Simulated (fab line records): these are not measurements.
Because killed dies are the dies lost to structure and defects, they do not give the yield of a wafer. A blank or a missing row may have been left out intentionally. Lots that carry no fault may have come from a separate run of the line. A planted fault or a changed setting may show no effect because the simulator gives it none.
Which of the tools did it? | flow sky130 | 14 lots with 42 wafers sampled at 3 steps, on a route of 708 steps

## WHAT EACH GAUGE READ, for each wafer
SKY_DNWELL_TW_MEAS_09. Usual: for DNWELL_TW the level is 1112 and the standard deviation is 9.3.
lot  | measured    | on            | DNWELL_TW      | flag
L116 | day 3 05:49 | film-metro-01 | 1109 1119 1110 |
L117 | day 3 11:00 | film-metro-04 | 1124 1130 1126 |
L118 | day 3 18:12 | film-metro-03 | 1116 1111 1111 |
L119 | day 3 22:29 | film-metro-01 | 1102 1103 1108 |
L121 | day 4 09:29 | film-metro-01 | 1116 1117 1112 |
L123 | day 4 19:40 | film-metro-04 | 1114 1115 1119 |
L126 | day 5 06:55 | film-metro-04 | 1121 1128 1121 |
L127 | day 5 16:26 | film-metro-03 | 1125 1116 1119 |
L131 | day 6 14:38 | film-metro-01 | 1105 1102 1103 |
L133 | day 7 06:25 | film-metro-01 | 1103 1100 1103 |
L135 | day 7 13:05 | film-metro-01 | 1095 1097 1097 |
L136 | day 7 15:56 | film-metro-04 | 1122 1118 1119 |
L137 | day 8 13:05 | film-metro-04 | 1124 1120 1126 |
L139 | day 8 14:34 | film-metro-04 | 1116 1119 1107 |

SKY_NWELL_OVL_MEAS_10. Usual: for NWELL_00_OVL the level is -0.6 nm and the standard deviation is 1.4.
lot  | measured     | on         | NWELL_00_OVL (nm) | flag
L116 | day 4 14:18  | overlay-02 | -1.0 -1.2 -0.7    |
L117 | day 4 21:13  | overlay-02 | -2.4 -2.7 -2.1    |
L118 | day 5 03:35  | overlay-01 | -2.3 -3.6 -1.5    |
L119 | day 5 08:12  | overlay-01 | -0.7 -2.0 -2.0    |
L121 | day 5 20:19  | overlay-01 | -2.4 -2.3 -1.0    |
L123 | day 6 07:36  | overlay-02 | 0.8 0.7 0.7       |
L126 | day 6 18:17  | overlay-02 | 0.9 0.1 0.0       |
L127 | day 7 05:18  | overlay-02 | -1.1 -0.4 -1.5    |
L131 | day 8 05:02  | overlay-02 | -0.6 -0.7 -2.5    |
L133 | day 9 00:14  | overlay-01 | 1.5 0.3 0.3       |
L135 | day 9 07:32  | overlay-02 | -0.3 -1.8 -1.5    |
L136 | day 9 09:59  | overlay-02 | 0.7 0.8 0.6       |
L137 | day 10 07:48 | overlay-02 | 0.1 1.6 0.7       |
L139 | day 10 09:20 | overlay-01 | -4.2 -1.3 -2.9    |

SKY_VT_ADJUST_PCH_OVL_MEAS_07. Usual: for VT_ADJUST_PCH_OVL the level is -0.9 nm and the standard deviation is 1.5.
lot  | measured     | on         | VT_ADJUST_PCH_OVL (nm) | flag
L116 | day 10 08:10 | overlay-01 | -3.9 -1.1 0.3          |
L117 | day 10 17:12 | overlay-02 | 1.7 0.0 0.6            |
L118 | day 11 03:51 | overlay-01 | -0.2 0.2 -1.8          |
L119 | day 11 07:58 | overlay-02 | 1.1 -0.6 0.0           |
L121 | day 11 23:05 | overlay-01 | -0.7 -1.2 -0.7         |
L123 | day 12 13:58 | overlay-02 | -2.0 -1.9 -3.1         |
L126 | day 13 04:26 | overlay-02 | -0.6 -0.2 -1.6         |
L127 | day 13 18:42 | overlay-01 | -2.4 -3.0 -0.7         |
L131 | day 15 01:14 | overlay-01 | -1.8 -1.7 -1.4         |
L133 | day 16 01:06 | overlay-01 | -1.7 -3.3 -2.2         |
L135 | day 16 11:55 | overlay-02 | 3.0 0.7 2.2            |
L136 | day 16 12:47 | overlay-01 | -1.7 -2.5 -2.9         |
L137 | day 17 19:14 | overlay-02 | -0.8 -2.6 -1.8         |
L139 | day 17 22:52 | overlay-02 | -0.4 -0.1 0.2          |

## TOOL THAT RAN EACH LOT (tool first, then ch and the chambers of the sampled wafers, then the start)
No process step before these readings appears in the record.

## AS READ BY THE TOOLS THEMSELVES (means over the sampled wafers that have a number; for cases with no such wafer, the mark the record gives instead)
The record holds no such reading with a usual standard deviation.

## THE ANSWER, worked out from the rows above alone
Rule: a lot counts as off when the mean over its wafers that have a number is more than 3 standard deviations away from the usual mean. Also off: a lot with no number at a reading for which 4 or more lots have one. Any other lot the step has rows for is counted as sound. First the gauges in route order, then the tools' own readings, where a lot's mean is used as printed above. The first step at which some lot is off is used, and at that step the reading that is off furthest; a lot without a number counts as furthest.
None of the lots is off at any reading shown; this tells nothing.

## WHAT HAD BEEN PUT IN BY THE SIMULATOR
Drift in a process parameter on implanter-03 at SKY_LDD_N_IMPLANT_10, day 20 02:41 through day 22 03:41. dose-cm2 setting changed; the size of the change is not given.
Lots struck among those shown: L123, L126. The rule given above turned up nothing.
